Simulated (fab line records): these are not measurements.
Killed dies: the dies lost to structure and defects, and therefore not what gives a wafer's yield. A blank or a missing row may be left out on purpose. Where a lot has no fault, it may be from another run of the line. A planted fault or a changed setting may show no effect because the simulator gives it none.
Which tool is to blame?	flow sky130	45 wafers from 15 lots sampled at 4 of the route's 708 steps

== WHAT THE GAUGES READ, wafer by wafer ==
The record holds no reading of a measuring or inspecting step that can be judged against a usual standard deviation.

== EACH LOT AND THE TOOL THAT RAN IT (in order: tool; ch and the chambers of the sampled wafers; start) ==
lot	SKY_FIELD_ISO_CMP_27	SKY_DNWELL_STRIP_08	SKY_PWDE_DEVELOP_06	SKY_NWELL_STRIP_25
L226	cmp-02 ch 2,3, day 2 13:44	plasma_asher-03 ch 0,1, day 3 07:43	litho_track-02 ch 0, day 3 22:00	plasma_asher-04 ch 0,1, day 5 12:34
L227	cmp-01 ch 0,3, day 2 15:17	plasma_asher-04 ch 0,1, day 3 10:18	litho_track-04 ch 0, day 4 01:00	plasma_asher-01 ch 0,1, day 5 13:18
L229	cmp-01 ch 0,1,2, day 3 02:43	plasma_asher-03 ch 0,1, day 3 21:37	litho_track-02 ch 0, day 4 12:00	plasma_asher-01 ch 0,1, day 6 01:28
L231	cmp-02 ch 0,2,3, day 3 10:18	plasma_asher-04 ch 0,1, day 4 03:37	litho_track-04 ch 0, day 4 20:00	plasma_asher-01 ch 0,1, day 6 10:46
L232	cmp-02 ch 1,2, day 3 15:41	plasma_asher-02 ch 0,1, day 4 10:49	litho_track-04 ch 0, day 5 03:00	plasma_asher-01 ch 0,1, day 6 18:46
L233	cmp-02 ch 1,3, day 3 22:49	plasma_asher-03 ch 0,1, day 4 18:34	litho_track-04 ch 0, day 5 12:00	plasma_asher-04 ch 0,1, day 7 03:22
L235	cmp-02 ch 0,1,2, day 4 09:52	plasma_asher-04 ch 0,1, day 5 06:40	litho_track-02 ch 0, day 6 01:00	plasma_asher-02 ch 0,1, day 7 18:04
L237	cmp-01 ch 0,3, day 4 16:15	plasma_asher-04 ch 0,1, day 5 12:52	litho_track-02 ch 0, day 6 07:00	plasma_asher-04 ch 0,1, day 7 22:43
L241	cmp-02 ch 0,3, day 5 16:16	plasma_asher-03 ch 0,1, day 6 15:49	litho_track-01, day 7 11:00	plasma_asher-01 ch 0,1, day 9 06:23
L242	cmp-02 ch 0,2,3, day 5 21:41	plasma_asher-02 ch 0,1, day 6 20:49	litho_track-01, day 7 16:00	plasma_asher-01 ch 0,1, day 9 12:22
L243	cmp-01 ch 0,1, day 6 03:08	plasma_asher-02 ch 0,1, day 7 00:31	litho_track-04, day 7 20:00	plasma_asher-04 ch 0,1, day 9 16:36
L245	cmp-02 ch 2,3, day 6 10:42	plasma_asher-04 ch 0,1, day 7 11:31	litho_track-01 ch 0, day 8 07:00	plasma_asher-01 ch 1, day 10 05:25
L247	cmp-01 ch 0,1, day 7 03:28	plasma_asher-02 ch 0,1, day 8 02:01	litho_track-04 ch 0, day 8 22:00	plasma_asher-01 ch 0,1, day 10 21:49
L248	cmp-01 ch 0,1,3, day 7 05:49	plasma_asher-03 ch 0,1, day 8 05:31	litho_track-04 ch 0, day 9 02:00	plasma_asher-04 ch 0,1, day 11 01:28
L249	cmp-02 ch 2,3, day 7 09:44	plasma_asher-04 ch 0, day 8 08:52	litho_track-01 ch 0, day 9 05:00	plasma_asher-01 ch 1, day 11 03:04
- SKY_FIELD_ISO_CMP_27: polishes, stops on Si3N4, t overpolish 16 s, target thk 457.8 nm.
- SKY_DNWELL_STRIP_08: strips in O2/N2.
- SKY_PWDE_DEVELOP_06: develop time 60 s.
- SKY_NWELL_STRIP_25: strips in O2/N2.

== AS READ BY THE TOOLS THEMSELVES (means over the sampled wafers that have a number; for cases with no such wafer, the mark the record gives instead) ==
SKY_FIELD_ISO_CMP_27.
lot	tool	motor_current_A (A)	overpolish_run_s (s)	time_to_endpoint_s (s)
L226	cmp-02	11.1	15.994	117
L227	cmp-01	13.0	16.002	115
L229	cmp-01	13.3	15.998	115
L231	cmp-02	11.3	16.013	117
L232	cmp-02	13.2	16.001	110
L233	cmp-02	11.4	15.999	117
L235	cmp-02	12.3	15.990	107
L237	cmp-01	12.9	15.998	113
L241	cmp-02	11.5	15.999	109
L242	cmp-02	11.6	16.005	110
L243	cmp-01	12.1	15.999	119
L245	cmp-02	11.2	16.000	107
L247	cmp-01	12.7	16.004	120
L248	cmp-01	12.7	16.002	115
L249	cmp-02	11.8	15.999	109

SKY_DNWELL_STRIP_08.
lot	tool	chamber_pressure_mTorr (mTorr)	drypump_motor_current_A (A)	oes_product_au (a.u.)	strip_time_to_endpoint_s (s)
L226	plasma_asher-03	1499.6	5.3	0.722	37.09
L227	plasma_asher-04	1501.0	5.3	0.723	37.07
L229	plasma_asher-03	1499.0	5.6	0.724	36.84
L231	plasma_asher-04	1498.9	5.3	0.721	37.05
L232	plasma_asher-02	1499.0	5.8	0.722	36.83
L233	plasma_asher-03	1499.8	5.6	0.722	37.08
L235	plasma_asher-04	1501.1	5.4	0.724	36.87
L237	plasma_asher-04	1501.0	5.5	0.725	36.92
L241	plasma_asher-03	1499.0	5.3	0.723	37.05
L242	plasma_asher-02	1500.4	5.8	0.722	36.96
L243	plasma_asher-02	1501.9	5.8	0.726	37.01
L245	plasma_asher-04	1499.0	5.3	0.721	36.89
L247	plasma_asher-02	1500.3	5.8	0.720	36.84
L248	plasma_asher-03	1499.6	5.6	0.724	37.03
L249	plasma_asher-04	1499.9	5.7	0.718	36.78

SKY_PWDE_DEVELOP_06.
lot	tool	chill_plate_temp_C (C)	exhaust_pa (Pa)
L226	litho_track-02	23.03	45.6
L227	litho_track-04	23.06	44.1
L229	litho_track-02	22.84	44.1
L231	litho_track-04	22.85	46.3
L232	litho_track-04	23.03	46.2
L233	litho_track-04	22.94	45.4
L235	litho_track-02	23.01	46.1
L237	litho_track-02	23.08	45.2
L241	litho_track-01	-	-
L242	litho_track-01	-	-
L243	litho_track-04	-	-
L245	litho_track-01	23.05	45.5
L247	litho_track-04	23.04	44.8
L248	litho_track-04	22.88	44.7
L249	litho_track-01	22.95	44.7

SKY_NWELL_STRIP_25.
lot	tool	chamber_pressure_mTorr (mTorr)	drypump_motor_current_A (A)	oes_product_au (a.u.)	strip_time_to_endpoint_s (s)
L226	plasma_asher-04	1499.9	5.5	0.726	36.97
L227	plasma_asher-01	1500.4	5.1	0.721	36.93
L229	plasma_asher-01	1499.7	5.1	0.720	36.87
L231	plasma_asher-01	1498.6	5.2	0.724	36.95
L232	plasma_asher-01	1501.1	5.4	0.726	36.89
L233	plasma_asher-04	1500.6	5.3	0.721	36.97
L235	plasma_asher-02	1499.8	5.8	0.722	36.97
L237	plasma_asher-04	1500.9	5.3	0.718	36.78
L241	plasma_asher-01	1500.7	5.1	0.723	36.93
L242	plasma_asher-01	1500.3	5.4	0.723	36.85
L243	plasma_asher-04	1499.9	5.4	0.722	36.91
L245	plasma_asher-01	1500.9	5.7	0.720	36.95
L247	plasma_asher-01	1500.0	5.4	0.719	37.02
L248	plasma_asher-04	1499.7	5.5	0.719	37.05
L249	plasma_asher-01	1501.1	5.6	0.723	36.97

== THE ANSWER, worked out from the rows above alone ==
Rule: the usual values come from the lots themselves. The widest of any qualifying gaps counts: lots, ordered by their means at a reading, are off when they make up no more than a third of the lots, leave a main group of 4 or more, and stand apart from it by 3 or more times the standard deviation of that group's means. The tables above print the reading to a certain number of digits; a main group whose means all agree to those digits is not used. Also off: a lot with no number at a reading for which 4 or more lots have one. All remaining lots with rows at the step are treated as sound. After the gauges, taken in route order, come the tools' own readings; for these a lot's mean is taken, as printed above. The first step at which some lot is off is used, and at that step the reading that is off furthest; a lot without a number counts as furthest.
Off, at SKY_PWDE_DEVELOP_06 on chill_plate_temp_C: L241, L242, L243. Without a number there: L241, L242, L243. Mean 22.98 C and standard deviation 0.082 in the main group.
A tool fits if, at that step or a process step before it, it ran every lot that is off, and no sound lot after the first of them. Of those tried, none fits.

== WHAT THE SIMULATOR HAD PUT IN ==
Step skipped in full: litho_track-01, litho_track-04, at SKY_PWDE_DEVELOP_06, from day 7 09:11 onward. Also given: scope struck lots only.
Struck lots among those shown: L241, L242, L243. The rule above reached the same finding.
